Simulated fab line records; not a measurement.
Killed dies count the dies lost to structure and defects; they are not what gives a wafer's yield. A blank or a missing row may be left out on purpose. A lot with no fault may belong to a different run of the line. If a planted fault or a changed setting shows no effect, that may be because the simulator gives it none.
Struck lot and sound lot, side by side :: flow sky130 :: 16 out of 708 route steps
Sound: these wafers, L224.1, L224.3, L224.6. Struck: wafer L232.1 (L232.5, L232.6, from the same lot, were not struck and are left out); the cause is given at the end.
Per side, at each step with rows, come the tool, then ch with its chambers, and then its first start. Under that, the readings that differ: sound wafers :: struck wafers :: difference of the means :: sigmas: that difference in standard deviations of wafers without a fault.
alike: readings whose means differ by less than 2 such deviations, and words and numbers that are the same on both sides. not compared: withheld readings, readings that some wafer has no value for, bounds like >300 that may hide the same value, and numbers for which the record gives no deviation and whose values overlap.
The two part at a step that has a row with sigmas, a row that says differs or no value, or rows on one side only. Numbers that have no deviation but don't overlap get no sigmas and don't part them. Lack of a reading on every wafer of one side parts them only where that side has two or more wafers.

SKY_VIA3_CMP_02: polishes SiO2.
  sound on cmp-01 ch 0,1,2, day 40 23:43; struck on cmp-02 ch 2, day 43 17:07
  alike: head-pressure-psi, motor-current-A
SKY_VIA3_BOW_MEAS_03:
  sound on film-metro-02, day 41 00:01; struck on film-metro-04, day 43 17:16
  alike: VIA3_BOW
then, 8 steps without rows for these wafers: SKY_VIA3_DEHYDRATE_04 (time 60 s); SKY_VIA3_HMDS_05 (prime time 60 s); SKY_VIA3_COAT_06 (resist thk 60 nm); SKY_VIA3_COAT_07 (resist thk 450 nm); SKY_VIA3_SOFTBAKE_08 (time 90 s); SKY_VIA3_EXPOSE_09 (exposes mask VIM3, target cd 200 nm); SKY_VIA3_PEB_10; SKY_VIA3_DEVELOP_11 (develop time 60 s).
SKY_VIA3_CD_MEAS_12 targets a cd of 200 nm.
  sound on cd-sem-02, day 41 22:45; struck on cd-sem-02, day 44 15:09
reading: cd-nm (nm)
sound: 197.5 198.6 197.9
struck: 202.7
difference: +4.7
sigmas: +3
SKY_VIA3_OVL_MEAS_13:
  sound on overlay-01, day 41 22:52; struck on overlay-02, day 44 15:16
  alike: VIA3_OVL
SKY_VIA3_ETCH_14: etches BARC in N2/H2, stops on SiO2, time 45.9 s, target depth 60 nm.
  sound on rie-diel-03 ch 1,2,3, day 41 22:55; struck on rie-diel-01 ch 2, day 44 15:18
reading: oes-product-au (a.u.)
sound: 0.848 0.853 0.850
struck: 1.001
difference: +0.151
sigmas: +36

reading: run-length-s (s)
sound: 73.3 74.5 73.5
struck: 66.1
difference: -7.7
sigmas: -15

reading: model.KrF-thick_of_VIA3_COAT_07.thk-nm (nm)
sound: 392.8 390.5 392.9
struck: 401.6
difference: +9.5
sigmas: 
  alike: drypump-motor-current-A, throttle-valve-pct
  not compared: rf-hours-counter-h
SKY_VIA3_ETCH_15: etches SiO2 in C4F8/O2/Ar, stops on TiN, target depth 507 nm, time 78 s.
  sound on rie-diel-03 ch 1,2,3, day 41 22:57; struck on rie-diel-01 ch 2, day 44 15:21
reading: oes-product-au (a.u.)
sound: 0.950 0.949 0.942
struck: 0.959
difference: +0.012
sigmas: +2

reading: model.KrF-thick_of_VIA3_COAT_07.thk-nm (nm)
sound: 292 286.9 294.4
struck: 297.6
difference: +6.5
sigmas: 
  alike: run-length-s
  not compared: rf-hours-counter-h
SKY_VIA3_STRIP_16: strips in O2/N2.
  sound on plasma-asher-01 ch 0, day 41 23:01; struck on plasma-asher-01 ch 0, day 44 15:25
reading: strip-time-to-endpoint-s (s)
sound: 4.135 4.067 4.166
struck: 4.192
difference: +0.069
sigmas: +2
  alike: drypump-motor-current-A, oes-product-au
  not compared: rf-hours-counter-h
-- the record jumps here: 5 days lie between the struck wafers' starts before and after (it left off in module VIA3 and takes up again in module PAD_OPEN, whose first step shown is number 708 of the route) --
SKY_PAD_OPEN_PROBE_99:
  sound on prober-01, day 47 17:38; struck on prober-01, day 49 19:21
  alike: defect-limited-yield, killed_at_M0_to_M3, killed_at_M4_up, killed-at-contacts, killed-at-front-end, killed-at-other, killed-dies, killed-open, killed-short, sort_bin_3_pad_short, sort_bin_5_function, sort_bin_6_memory, sort-n-pass, sort-yield-pct

## WHERE THEY PART
First at SKY_VIA3_CD_MEAS_12; last, within this record, at SKY_VIA3_STRIP_16. Later steps at which nothing parts them and some readings are alike: SKY_PAD_OPEN_PROBE_99.

WHY: what had been put in by the simulator
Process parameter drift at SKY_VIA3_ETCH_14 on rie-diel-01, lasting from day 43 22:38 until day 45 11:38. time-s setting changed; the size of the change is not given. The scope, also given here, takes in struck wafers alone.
